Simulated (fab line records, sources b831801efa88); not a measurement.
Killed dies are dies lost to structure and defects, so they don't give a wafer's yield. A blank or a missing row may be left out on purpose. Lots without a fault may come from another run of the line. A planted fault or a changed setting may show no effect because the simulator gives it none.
A struck lot beside a sound one | flow sky130 | 22 steps out of a route of 708
Sound: wafers L364.2, L364.3, L364.5. Struck: wafer L368.6. (L368.2, L368.4 of the same lot were not struck and are left out.) The cause comes at the end.
At each step with rows: each side's tool, then ch and its chambers, then its first start. Under that, the readings that differ: sound wafers | struck wafers | difference of the means | sigmas: that difference in standard deviations of wafers without a fault.
alike: readings whose means differ by less than 2 such deviations, and words and numbers that are the same on both sides. not compared: withheld readings, readings that some wafer has no value for, bounds like >300 that may hide the same value, and numbers for which the record gives no deviation and whose values overlap.
The two part at a step that has a row with sigmas, a row that says differs or no value, or rows on one side only. Numbers that don't overlap but have no deviation are shown without sigmas and don't part them. A reading that every wafer of one side lacks parts them only if that side has two wafers or more.

first, 2 steps without rows for these wafers: SKY_RES_PROTECT_DEVELOP_06 (develop time 60 s); SKY_POLY_GATE_IMPLANT_02.
SKY_RES_PROTECT_STRIP_07: strips in O2/N2.
  sound on plasma_asher-02 ch 0,1, day 15 11:27; struck on plasma_asher-04 ch 0, day 17 13:54
  reading                     | sound       | struck | difference | sigmas
  drypump_motor_current_A (A) | 5.8 5.8 6.0 | 4.9    | -1.0       | -2
  alike: oes_product_au, strip_time_to_endpoint_s
  not compared: rf_hours_counter_h
SKY_RES_PROTECT_TW_MEAS_08:
  sound on film_metro-02, day 15 11:34; struck on film_metro-01, day 17 14:01
  alike: POLY_GATE_TW
then, 2 steps without rows for these wafers: SKY_RES_PROTECT_CLEAN_09 (cleans in SC1/SC2, time 150 s); SKY_POLY_GATE_CVD_03 (deposits Si3N4 from DCS/NH3, target thk 75 nm, time 1290 s).
SKY_POLY_GATE_THK_MEAS_04:
  sound on film_metro-03, day 15 13:02; struck on film_metro-01, day 17 15:53
  alike: POLY_GATE_CVD_03_THK
then, 5 steps without rows for these wafers: SKY_POLY_GATE_DEHYDRATE_05 (time 60 s); SKY_POLY_GATE_HMDS_06 (prime time 60 s); SKY_POLY_GATE_COAT_07 (resist thk 110 nm); SKY_POLY_GATE_COAT_08 (resist thk 450 nm); SKY_POLY_GATE_SOFTBAKE_09 (time 90 s).
SKY_POLY_GATE_EXPOSE_10: exposes mask P1M, target cd 150 nm.
  sound on krf_scanner-01 ch 0, day 16 02:37; struck on krf_scanner-02 ch 0, day 18 07:20
  alike: mask, reticle_temp_C, stage_vel_mm_s
then, 2 steps without rows for these wafers: SKY_POLY_GATE_PEB_11; SKY_POLY_GATE_DEVELOP_12 (develop time 60 s).
SKY_POLY_GATE_CD_MEAS_13: target cd 150 nm.
  sound on cd_sem-01, day 16 16:31; struck on cd_sem-01, day 18 22:17
  reading    | sound             | struck | difference | sigmas
  cd_nm (nm) | 148.6 148.9 146.9 | 111.2  | -36.9      | -26
SKY_POLY_GATE_OVL_MEAS_14:
  sound on overlay-02, day 16 16:37; struck on overlay-02, day 18 22:23
  alike: POLY_GATE_OVL
SKY_POLY_GATE_ETCH_15: etches BARC in N2/H2, stops on SiO2, time 118.5 s, target depth 110 nm.
  sound on rie_diel-03 ch 0,2,3, day 16 16:39; struck on rie_diel-03 ch 1, day 18 22:25
  reading                    | sound             | struck | difference | sigmas
  model.POLY_GATE.cd_nm (nm) | 147.5 150.3 147.7 | 111    | -38        |
  alike: bias_w, drypump_motor_current_A, oes_product_au, throttle_valve_pct
  not compared: rf_hours_counter_h
SKY_POLY_GATE_ETCH_16: etches Si3N4 in CH3F/O2, stops on poly-Si, time 147.5 s, target depth 75 nm.
  sound on rie_diel-03 ch 0,2,3, day 16 16:44; struck on rie_diel-03 ch 1, day 18 22:30
  alike: bias_w, drypump_motor_current_A, oes_product_au, throttle_valve_pct
  not compared: rf_hours_counter_h
SKY_POLY_GATE_ETCH_17: etches poly-Si in HBr/Cl2, stops on SiO2, target depth 180 nm, time 70.5 s.
  sound on rie_si-02 ch 0,1,2, day 16 16:50; struck on rie_si-01 ch 0, day 18 22:36
  reading                     | sound             | struck | difference | sigmas
  drypump_motor_current_A (A) | 5.1 5.8 5.2       | 6.3    | +0.9       | +2
  model.POLY_GATE.cd_nm (nm)  | 149.8 151.9 148.3 | 110.8  | -39.2      |
  alike: bias_w, oes_product_au, throttle_valve_pct
  not compared: rf_hours_counter_h
SKY_POLY_GATE_STRIP_18: strips in O2/N2.
  sound on plasma_asher-04 ch 1, day 16 16:53; struck on plasma_asher-04 ch 0, day 18 22:39
  reading                      | sound          | struck | difference | sigmas
  drypump_motor_current_A (A)  | 6.1 6.2 6.2    | 4.9    | -1.3       | -2
  strip_time_to_endpoint_s (s) | 3.15 3.09 3.13 | 3.21   | +0.09      | +3
  alike: oes_product_au
  not compared: rf_hours_counter_h
-- the record jumps here: 29 days lie between the struck wafers' starts before and after (it left off in module POLY_GATE and takes up again in module PAD_OPEN, whose first step shown is number 708 of the route) --
SKY_PAD_OPEN_PROBE_99:
  sound on prober-01, day 46 05:03; struck on prober-02, day 47 18:45
  reading             | sound    | struck | difference | sigmas
  killed_at_front_end | 18 15 11 | 428    | +413       | +88
  killed_at_other     | 0 0 0    | 1      | +1         | +2
  killed_dies         | 84 83 84 | 492    | +408       | +41
  killed_on_rim       | 11 20 19 | 96     | +79        | +18
  alike: killed_at_M0_to_M3, killed_at_M4_up, killed_at_contacts, killed_open, killed_short

WHERE THEY PART
First at SKY_RES_PROTECT_STRIP_07; last, within this record, at SKY_PAD_OPEN_PROBE_99.

WHY: what the simulator had put in
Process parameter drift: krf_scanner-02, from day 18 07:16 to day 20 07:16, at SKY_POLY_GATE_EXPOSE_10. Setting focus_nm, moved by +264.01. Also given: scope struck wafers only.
